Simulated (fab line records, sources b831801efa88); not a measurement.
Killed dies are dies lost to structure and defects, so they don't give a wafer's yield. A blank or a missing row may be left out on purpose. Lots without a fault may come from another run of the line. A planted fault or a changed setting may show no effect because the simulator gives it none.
fab line records | flow sky130
record lots=13 wafers=39 last_day=50
route steps=708 shown VT_ADJUST_PCH@147 LDD_N@254 LDD_HVN@276 LDD_HVP@285 PAD_OPEN@708
lots that met no fault: from a run of the same line without faults
start_h: hours from the record's first day to the start of the lot's first wafer shown | wait_h: hours since the lot's step before | " the same as in the row above | L1.1+2: a row that stands for several wafers | - no value, or no start given | * or withheld: withheld | < > ~ a bound
route shown NAME@n: a module of which the file shows steps, and the number in the route of the first | usual: mean/standard deviation of fault-free wafers | same: alike in all rows | chamber/n: place in a boat | sites: the reading at each site | _std_site: their standard deviation | _edge_site: outer sites' mean less inner sites' | radius_mm: how far each site lies from the wafer's centre | mask NAME#n: copy n | behind: the tool/chamber that last shaped the wafer | hold: why the lot was held/for how many hours/how that ended | device: the transistor (n, p or np) that didn't switch | end of line: the same wafers' tests at the end of the route | a step without rows: its recipe alone | killed: dies lost to structure and defects at the first sort, not the wafer's yield | map: a wafer's dies, x killed, . not, _ none there
set.NAME: the setting as run; set.NAME@STEP: as run at that earlier step | model.NAME: the simulator's own value behind a step, which no gauge read
steps of the route over a sample of lots; a table a step, a row a wafer
services: from which hour (start_h, from the record's first day; less than 0 if before it) a tool's chamber was out of use, for how many hours, and why
## steps
# step SKY_VT_ADJUST_PCH_EXPOSE_04
# recipe mask_id=NWM na=0.6 source_shape=conventional sigma_outer=0.6 polarization=unpolarized target_cd_nm=840 dose_mj=255
# columns lot.wafer tool chamber start_h wait_h mask
L462.2+3+6 iline_stepper-02 0 221.29 - NWM#0
L464.1+2+4 iline_stepper-02 0 235.70 - NWM#0
L467.1+3+4 iline_stepper-02 0 253.75 - NWM#0
L469.1+2+3 iline_stepper-02 0 277.17 - NWM#0
L471.1+3+6 iline_stepper-01 0 305.22 - NWM#0
L472.2+4+6 iline_stepper-02 0 306.39 - NWM#0
L474.1+3+6 iline_stepper-01 0 311.14 - NWM#0
L473.3+4+6 iline_stepper-02 0 312.24 - NWM#0
L475.2+4+5 iline_stepper-01 0 321.01 - NWM#0
L476.1+3+6 iline_stepper-01 0 327.65 - NWM#0
L478.2+4+6 iline_stepper-02 0 338.51 - NWM#0
L481.4+5+6 iline_stepper-02 0 366.23 - NWM#0
L485.1+4+5 iline_stepper-01 0 397.42 - NWM#0
# step SKY_VT_ADJUST_PCH_OVL_MEAS_07
# usual VT_ADJUST_PCH_OVL=0.6/1.7
# columns lot.wafer tool chamber start_h wait_h hold VT_ADJUST_PCH_OVL[nm]
L462.2 overlay-01 - 232.86 - - 0.0
L462.3 " - " " - -3.9
L462.6 " - " " - -3.0
L464.1 overlay-01 - 247.10 - - 0.5
L464.2 " - " " - 0.7
L464.4 " - " " - -0.2
L467.1 overlay-01 - 265.92 - - -2.7
L467.3 " - " " - -0.1
L467.4 " - " " - -1.2
L469.1 overlay-02 - 289.95 - - 1.7
L469.2 " - " " - 1.6
L469.3 " - " " - 1.2
L471.1 overlay-02 - 317.45 - - -1.0
L471.3 " - " " - -0.8
L471.6 " - " " - 0.3
L472.2 overlay-02 - 319.23 - - 1.3
L472.4 " - " " - -0.5
L472.6 " - " " - 0.5
L474.1 overlay-02 - 324.20 - - 4.4
L474.3 " - " " - 1.5
L474.6 " - " " - 2.7
L473.3 overlay-01 - 324.93 - - 0.1
L473.4 " - " " - -1.1
L473.6 " - " " - -0.9
L475.2 overlay-01 - 334.01 - - 1.6
L475.4 " - " " - 2.1
L475.5 " - " " - -0.3
L476.1 overlay-01 - 341.12 - - -0.9
L476.3 " - " " - 0.4
L476.6 " - " " - 0.7
L478.2 overlay-01 - 352.08 - await_dispo/0.2h/release 261.0
L478.4 " - " " await_dispo/0.2h/release 260.6
L478.6 " - " " await_dispo/0.2h/release 259.6
L478.2 overlay-01 - 352.28 0.2 - 259.7
L478.4 " - " " - 259.4
L478.6 " - " " - 258.2
L481.4 overlay-01 - 380.04 - await_dispo/0.2h/release 261.0
L481.5 " - " " await_dispo/0.2h/release 262.0
L481.6 " - " " await_dispo/0.2h/release 261.7
L481.4 overlay-01 - 380.24 0.2 - 260.0
L481.5 " - " " - 260.8
L481.6 " - " " - 260.2
L485.1 overlay-02 - 412.20 - - 0.7
L485.4 " - " " - 0.4
L485.5 " - " " - -1.0
# step SKY_LDD_N_TW_MEAS_17
# usual LDD_N_TW=2575/27
# columns lot.wafer tool chamber start_h wait_h LDD_N_TW
L462.2 film_metro-04 - 407.82 0.1 2562
L462.3 " - " " 2551
L462.6 " - " " 2562
L464.1 film_metro-01 - 426.91 0.1 2605
L464.2 " - " " 2601
L464.4 " - " " 2610
L467.1 film_metro-04 - 460.83 0.1 2559
L467.3 " - " " 2548
L467.4 " - " " 2548
L469.1 film_metro-04 - 482.23 0.1 2544
L469.2 " - " " 2539
L469.3 " - " " 2538
L471.1 film_metro-02 - 512.55 0.1 2566
L471.3 " - " " 2563
L471.6 " - " " 2578
L472.2 film_metro-01 - 517.17 0.1 2602
L472.4 " - " " 2601
L472.6 " - " " 2602
L474.1 film_metro-01 - 519.63 0.1 2606
L474.3 " - " " 2577
L474.6 " - " " 2598
L473.3 film_metro-01 - 524.40 0.1 2600
L473.4 " - " " 2613
L473.6 " - " " 2586
L475.2 film_metro-02 - 534.11 0.1 2566
L475.4 " - " " 2560
L475.5 " - " " 2576
L476.1 film_metro-04 - 540.15 0.1 2552
L476.3 " - " " 2532
L476.6 " - " " 2545
L485.1 film_metro-01 - 608.90 0.1 2606
L485.4 " - " " 2622
L485.5 " - " " 2606
# step SKY_LDD_HVN_STRIP_09
# recipe chemistry=O2/N2 power_w=1400 pressure_mtorr=1500 platen_temp_c=withheld o2_flow_sccm=3000 n2_flow_sccm=300 overash_fraction=0.5
# usual drypump_motor_current_A=5.7/0.37 oes_product_au=0.409/0.0042 strip_time_to_endpoint_s=4.133/0.013
# columns lot.wafer tool chamber start_h wait_h drypump_motor_current_A oes_product_au rf_hours_counter_h strip_time_to_endpoint_s
L462.2 plasma_asher-01 0 469.06 0.1 6.0 0.409 33 4.143
L462.3 " 1 " " 5.5 0.405 - 4.154
L462.6 " 0 " " 6.0 0.400 - 4.156
L464.1 plasma_asher-02 1 488.95 0.1 6.1 0.415 80 4.157
L464.2 " 0 " " 5.1 0.408 80 4.151
L464.4 " 0 " " 5.1 0.408 - 4.137
L467.1 plasma_asher-01 1 524.13 0.1 5.4 0.407 39 4.131
L467.3 " 0 " " 6.0 0.403 - 4.132
L467.4 " 1 " " 5.4 0.402 - 4.140
L469.1 plasma_asher-01 0 544.61 0.1 6.0 0.407 41 4.149
L469.2 " 1 " " 5.5 0.410 41 4.135
L469.3 " 0 " " 6.0 0.414 - 4.123
L471.1 plasma_asher-01 1 574.03 0.1 5.5 0.415 43 4.129
L471.3 " 1 " " 5.4 0.406 - 4.125
L471.6 " 1 " " 5.5 0.410 - 4.144
L472.2 plasma_asher-01 0 578.46 0.1 6.0 0.410 44 4.131
L472.4 " 1 " " 5.5 0.407 - 4.148
L472.6 " 1 " " 5.5 0.401 - 4.133
L474.1 plasma_asher-02 1 581.66 0.1 6.2 0.410 90 4.152
L474.3 " 0 " " 5.1 0.407 - 4.133
L474.6 " 1 " " 6.2 0.413 - 4.124
L473.3 plasma_asher-01 1 585.44 0.1 5.5 0.409 - 4.128
L473.4 " 0 " " 6.0 0.406 - 4.159
L473.6 " 0 " " 5.9 0.411 - 4.139
L475.2 plasma_asher-02 0 595.66 0.1 5.1 0.409 91 4.131
L475.4 " 1 " " 6.2 0.403 - 4.127
L475.5 " 1 " " 6.2 0.410 - 4.127
L476.1 plasma_asher-02 1 601.90 0.1 6.2 0.413 91 4.131
L476.3 " 1 " " 6.2 0.414 - 4.115
L476.6 " 1 " " 6.2 0.409 - 4.130
L485.1 plasma_asher-02 0 667.95 0.1 5.1 0.409 98 4.134
L485.4 " 1 " " 6.2 0.411 - 4.137
L485.5 " 1 " " 6.2 0.412 - 4.132
# step SKY_LDD_HVP_OVL_MEAS_07
# usual LDD_HVP_OVL=0.1/1.5
# columns lot.wafer tool chamber start_h wait_h LDD_HVP_OVL[nm]
L462.2 overlay-02 - 499.82 0.1 -1.4
L462.3 " - " " -1.3
L462.6 " - " " -0.1
L464.1 overlay-01 - 520.14 0.1 1.8
L464.2 " - " " 0.0
L464.4 " - " " -1.5
L467.1 overlay-02 - 554.74 0.1 0.2
L467.3 " - " " 0.8
L467.4 " - " " 0.7
L469.1 overlay-02 - 575.10 0.1 2.0
L469.2 " - " " 0.2
L469.3 " - " " 1.1
L471.1 overlay-01 - 604.50 0.1 -2.7
L471.3 " - " " -0.9
L471.6 " - " " -0.4
L472.2 overlay-01 - 609.72 0.1 -0.9
L472.4 " - " " -1.3
L472.6 " - " " -2.3
L474.1 overlay-01 - 611.89 0.1 0.2
L474.3 " - " " 0.8
L474.6 " - " " 0.9
L473.3 overlay-01 - 615.23 0.1 0.0
L473.4 " - " " 0.5
L473.6 " - " " -0.6
L475.2 overlay-02 - 625.60 0.1 -0.2
L475.4 " - " " 0.5
L475.5 " - " " 0.0
L476.1 overlay-01 - 630.95 0.1 -3.1
L476.3 " - " " -2.4
L476.6 " - " " -2.3
L485.1 overlay-01 - 696.32 0.1 2.0
L485.4 " - " " 1.1
L485.5 " - " " -1.8
# step SKY_PAD_OPEN_PROBE_99
# usual defect_limited_yield=82.0/1.9 killed_at_M0_to_M3=46/6.7 killed_at_M4_up=3.3/2 killed_at_contacts=24/5.4 killed_at_front_end=15/4.3 killed_at_other=0.4/0.64 killed_dies=89/9.1 killed_open=48/7.2 killed_short=40/6.3 sort_bin_3_pad_short=0.9/0.42 sort_bin_5_function=10.8/1.5 sort_bin_6_memory=6.4/1.1 sort_n_pass=403/9.1 sort_yield_pct=82.0/1.9
# same gross_dies=492 killed_at_back_side=0 sort_bin_4_leakage[%]=0 sort_bin_8_speed[%]=0
# columns lot.wafer tool chamber start_h wait_h defect_limited_yield[%] killed_at_M0_to_M3 killed_at_M4_up killed_at_contacts killed_at_front_end killed_at_other killed_dies killed_open killed_short sort_bin_3_pad_short[%] sort_bin_5_function[%] sort_bin_6_memory[%] sort_n_pass sort_yield_pct[%]
L472.2 prober-02 - 1156.86 0.1 84.6 35 2 22 17 0 76 38 38 0.8 8.5 6.1 416 84.6
L472.4 prober-02 - 1156.96 0.2 79.9 41 3 39 16 0 99 55 44 0.6 11.6 7.9 393 79.9
L472.6 prober-02 - 1157.06 0.2 81.5 40 5 30 16 0 91 56 35 0.8 9.6 8.1 401 81.5
# killed by level:class
L472.2 FIELD_ISO:geometric_particle:short=8 VIA2:geometric_particle:open=7 CONTACT:geometric_particle:open=7 VIA1:geometric_particle:open=6 LI_CONTACT:geometric_particle:open=5 CONTACT:geometric_particle:short=5 METAL2:geometric_particle:short=5 VIA3:geometric_particle:open=5
L472.4 CONTACT:geometric_particle:open=16 VIA1:geometric_particle:open=11 LI_CONTACT:geometric_particle:open=8 CONTACT:geometric_particle:short=7 VIA3:geometric_particle:open=7 LI_CONTACT:geometric_particle:short=5 FIELD_ISO:geometric_particle:open=4 FIELD_ISO:geometric_particle:short=4
L472.6 CONTACT:geometric_particle:open=16 LI_CONTACT:geometric_particle:open=8 VIA3:geometric_particle:open=7 VIA2:geometric_particle:open=7 VIA1:geometric_particle:open=6 VIA1:geometric_particle:short=6 METAL2:geometric_particle:short=6 FIELD_ISO:geometric_particle:short=4
## services
# columns tool chamber start_h hours kind
plasma_asher-01 - 205.00 3.7 repair
iline_stepper-02 - 225.38 1.7 pm
plasma_asher-02 - 238.25 0.4 repair
plasma_asher-02 - 256.03 1.3 repair
iline_stepper-02 0 288.56 - calibration
iline_stepper-01 - 295.13 1.7 pm
iline_stepper-02 - 352.29 6.5 repair
plasma_asher-02 - 354.21 5.5 pm
iline_stepper-01 0 383.02 - calibration
plasma_asher-01 - 394.69 12.0 repair
iline_stepper-02 - 443.56 1.7 pm
plasma_asher-02 - 463.51 2.4 repair
iline_stepper-01 - 464.77 0.8 pm
iline_stepper-01 - 513.24 1.7 pm
iline_stepper-02 0 516.42 - calibration
iline_stepper-02 - 524.19 6.0 repair
plasma_asher-01 - 536.01 1.9 repair
iline_stepper-01 - 546.26 10.4 repair
iline_stepper-01 - 582.46 4.4 pm
iline_stepper-01 0 601.04 - calibration
iline_stepper-01 - 618.11 5.0 repair
plasma_asher-01 - 642.55 2.3 repair
plasma_asher-02 - 649.00 3.1 repair
iline_stepper-02 - 661.74 1.7 pm
## key
first_sign step=SKY_VT_ADJUST_PCH_OVL_MEAS_07 reading=visit direction=added
effect step=SKY_VT_ADJUST_PCH_OVL_MEAS_07 reading=VT_ADJUST_PCH_OVL direction=up sigmas=99+ usual=0.6 struck=261.0
met_at SKY_VT_ADJUST_PCH_EXPOSE_04
struck_lots L478,L481
scrapped_behind SKY_VT_ADJUST_PCH_OVL_MEAS_07 L478.2,L478.4,L478.6,L481.4,L481.5,L481.6
not_acting_at SKY_LDD_N_TW_MEAS_17,SKY_LDD_HVN_STRIP_09,SKY_LDD_HVP_OVL_MEAS_07
onset_between 312.24 338.51
fault kind=scanner_matching_overlay tool=iline_stepper-02 chamber=- onset_h=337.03 steps=SKY_VT_ADJUST_PCH_EXPOSE_04 offset=259.55
